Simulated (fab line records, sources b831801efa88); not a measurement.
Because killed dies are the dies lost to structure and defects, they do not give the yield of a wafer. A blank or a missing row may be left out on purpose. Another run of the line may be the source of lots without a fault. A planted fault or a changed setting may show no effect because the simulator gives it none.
Comparing a struck lot with a sound one	flow sky130	43 out of 708 route steps
Sound: the wafers L202.4, L202.5, L202.6. Struck: wafers L195.1, L195.2, L195.3. The cause is given at the end.
For every step that has rows: the tool of each side, followed by ch and its chambers, followed by its first start. Under that, the readings that differ: sound wafers	struck wafers	difference of the means	sigmas: that difference in standard deviations of wafers without a fault.
alike: same words and numbers on both sides, and readings whose means sit less than 2 such deviations apart. not compared: any withheld reading, any reading some wafer has no value for, any bound like >300 that may hide the same value, and any number with overlapping values for which the record gives no deviation.
The two part at a step that has a row with sigmas, a row that says differs or no value, or rows on one side only. Numbers that don't overlap but have no deviation are shown without sigmas and don't part them. A reading missing from all wafers of one side parts the sides only when that side holds two or more wafers.

SKY_CAPM_RS_MEAS_03: the measuring method here is four-point-probe.
  sound on film_metro-01 at day 41 13:22; struck on film_metro-01 at day 39 10:17
  alike: CAPM_TIN_RS
SKY_CAPM_THK_MEAS_04: measures by xrf.
  sound on film_metro-01 at day 41 13:27; struck on film_metro-01 at day 39 10:24
  alike: CAPM_TIN_THK
then, 7 steps without rows for these wafers: SKY_CAPM_DEHYDRATE_05 (time 60 s); SKY_CAPM_HMDS_06 (prime time 60 s); SKY_CAPM_COAT_07 (resist thk 1140 nm); SKY_CAPM_SOFTBAKE_08 (time 60 s); SKY_CAPM_EXPOSE_09 (exposes mask CAPM, target cd 1000 nm); SKY_CAPM_PEB_10; SKY_CAPM_DEVELOP_11 (develop time 60 s).
SKY_CAPM_OVL_MEAS_12:
  sound on overlay-01 at day 42 12:08; struck on overlay-01 at day 40 10:38
  alike: CAPM_OVL
then, 1 step without rows for these wafers: SKY_CAPM_METAL_ETCH_13 (etches TiN in Cl2/BCl3, stops on SiO2, target depth 220 nm, time 62.9 s).
SKY_CAPM_STRIP_14: strips in O2/N2.
  sound on plasma_asher-02 ch 0,1, day 42 12:16; struck on plasma_asher-04 ch 0,1, day 40 10:45
reading	sound	struck	difference	sigmas
strip_time_to_endpoint_s (s)	12.58 12.57 12.60	12.65 12.68 12.68	+0.09	+2
  alike: drypump_motor_current_A, oes_product_au
  not compared: rf_hours_counter_h
SKY_CAPM_STRIP_15: strips in post etch residue remover, time 1229 s.
  sound on wet_bench-01 ch 2, day 42 12:20; struck on wet_bench-04 ch 1, day 40 10:51
then, 10 steps without rows for these wafers: SKY_CAPM_CLEAN_16 (cleans in IPA, time 180 s); SKY_CAPM_CLEAN_17 (cleans in O3/DIW); SKY_METAL3_DEHYDRATE_05 (time 60 s); SKY_METAL3_HMDS_06 (prime time 60 s); SKY_METAL3_COAT_07 (resist thk 60 nm); SKY_METAL3_COAT_08 (resist thk 1140 nm); SKY_METAL3_SOFTBAKE_09 (time 90 s); SKY_METAL3_EXPOSE_10 (exposes mask MM3, target cd 300 nm); SKY_METAL3_PEB_11; SKY_METAL3_DEVELOP_12 (develop time 60 s).
SKY_METAL3_CD_MEAS_13: the cd target is 300 nm.
  sound on cd_sem-01 at day 43 12:27; struck on cd_sem-01 at day 41 11:47
reading	sound	struck	difference	sigmas
cd_nm (nm)	299.9 301.9 300.2	298.3 297.5 296.5	-3.2	-2
SKY_METAL3_OVL_MEAS_14:
  sound on overlay-01 at day 43 12:32; struck on overlay-02 at day 41 11:55
  alike: METAL3_OVL
then, 2 steps without rows for these wafers: SKY_METAL3_DESCUM_15 (chemistry O2, time 8 s); SKY_METAL3_ETCH_16 (etches BARC in N2/H2, stops on SiO2, time 88.2 s, target depth 60 nm).
SKY_METAL3_ETCH_17: etches SiO2 in C4F8/O2/Ar, stops on TiN, time 3.9 s, target depth 15 nm.
  sound on rie_diel-04 ch 1,2,3, day 43 12:41; struck on rie_diel-01 ch 0,1,2, day 41 12:04
  alike: oes_product_au, rf_fwd_power_W
  not compared: rf_hours_counter_h
then, 1 step without rows for these wafers: SKY_METAL3_METAL_ETCH_18 (etches the open film in Cl2/BCl3, stops on SiO2, target depth 845 nm, time 183.1 s).
SKY_METAL3_STRIP_19: strips in O2/N2.
  sound on plasma_asher-03 ch 0,1, day 43 12:55; struck on plasma_asher-04 ch 0,1, day 41 12:16
  alike: drypump_motor_current_A, oes_product_au, strip_time_to_endpoint_s
  not compared: rf_hours_counter_h
then, 4 steps without rows for these wafers: SKY_METAL3_STRIP_20 (strips in post etch residue remover, time 1200 s); SKY_METAL3_CLEAN_21 (cleans in IPA, time 180 s); SKY_METAL3_CLEAN_22 (cleans in O3/DIW); SKY_VIA3_HDPCVD_00 (deposits SiO2, target thk 1635 nm, time 272.5 s).
SKY_VIA3_THK_MEAS_01:
  sound on film_metro-03 at day 43 13:46; struck on film_metro-04 at day 41 13:04
  alike: VIA3_HDPCVD_THK
SKY_VIA3_CMP_02: polishes SiO2.
  sound on cmp-02 ch 0,1, day 43 13:51; struck on cmp-01 ch 0,1,3, day 41 13:08
  alike: motor_current_A, slurry_flow_ml_min
SKY_VIA3_BOW_MEAS_03:
  sound on film_metro-02 at day 43 14:10; struck on film_metro-04 at day 41 13:26
  alike: VIA3_BOW
then, 4 steps without rows for these wafers: SKY_VIA3_DEHYDRATE_04 (time 60 s); SKY_VIA3_HMDS_05 (prime time 60 s); SKY_VIA3_COAT_06 (resist thk 60 nm); SKY_VIA3_COAT_07 (resist thk 450 nm).
SKY_VIA3_SOFTBAKE_08: time 92.91 s.
  sound on litho_track-02 ch 0; struck on litho_track-02 ch 0
  alike: plate_sensor_t_centre_C, plate_sensor_t_edge_C
-- the record jumps here: 7 days lie between the struck wafers' starts before and after (it left off in module VIA3 and takes up again in module PAD_OPEN, whose first step shown is number 708 of the route) --
SKY_PAD_OPEN_PROBE_99:
  sound on prober-01 at day 49 21:53; struck on prober-01 at day 48 05:36
reading	sound	struck	difference	sigmas
hold	- - -	await_dispo/3.7h/release await_dispo/3.7h/release await_dispo/3.7h/release	no value on the sound wafers	
defect_limited_yield (%)	84.6 85.0 87.6	75.4 72.8 70.3	-12.9	-6
killed_at_other	1 0 0	52 53 59	+54	+99 or more
killed_dies	76 74 61	121 134 146	+63	+7
sort_bin_3_pad_short (%)	0.6 0.6 0.4	4.1 4.3 4.5	+3.8	+10
sort_bin_5_function (%)	8.9 8.7 7.9	16.1 15.4 18.9	+8.3	+6
sort_n_pass	416 418 431	371 358 346	-63	-7
sort_yield_pct (%)	84.6 85.0 87.6	75.4 72.8 70.3	-12.9	-6
model.etest.tester.sort_n_pass	416 418 431	371 358 346	-63	
model.etest.tester.sort_yield_pct (%)	84.55 84.96 87.6	75.41 72.76 70.33	-12.87	
model.etest.tester.sort_bin_5_pct (%)	8.943 8.74 7.927	16.06 15.45 18.9	+8.27	
model.etest.tester.sort_bin_3_pct (%)	0.6098 0.6098 0.4065	4.065 4.268 4.472	+3.726	
  alike: killed_at_M0_to_M3, killed_at_M4_up, killed_at_contacts, killed_at_front_end, killed_open, killed_short, sort_bin_6_memory

WHERE THEY PART
Last at SKY_PAD_OPEN_PROBE_99 as far as this record goes, first at SKY_CAPM_STRIP_14.

WHY: the cause the simulator had injected
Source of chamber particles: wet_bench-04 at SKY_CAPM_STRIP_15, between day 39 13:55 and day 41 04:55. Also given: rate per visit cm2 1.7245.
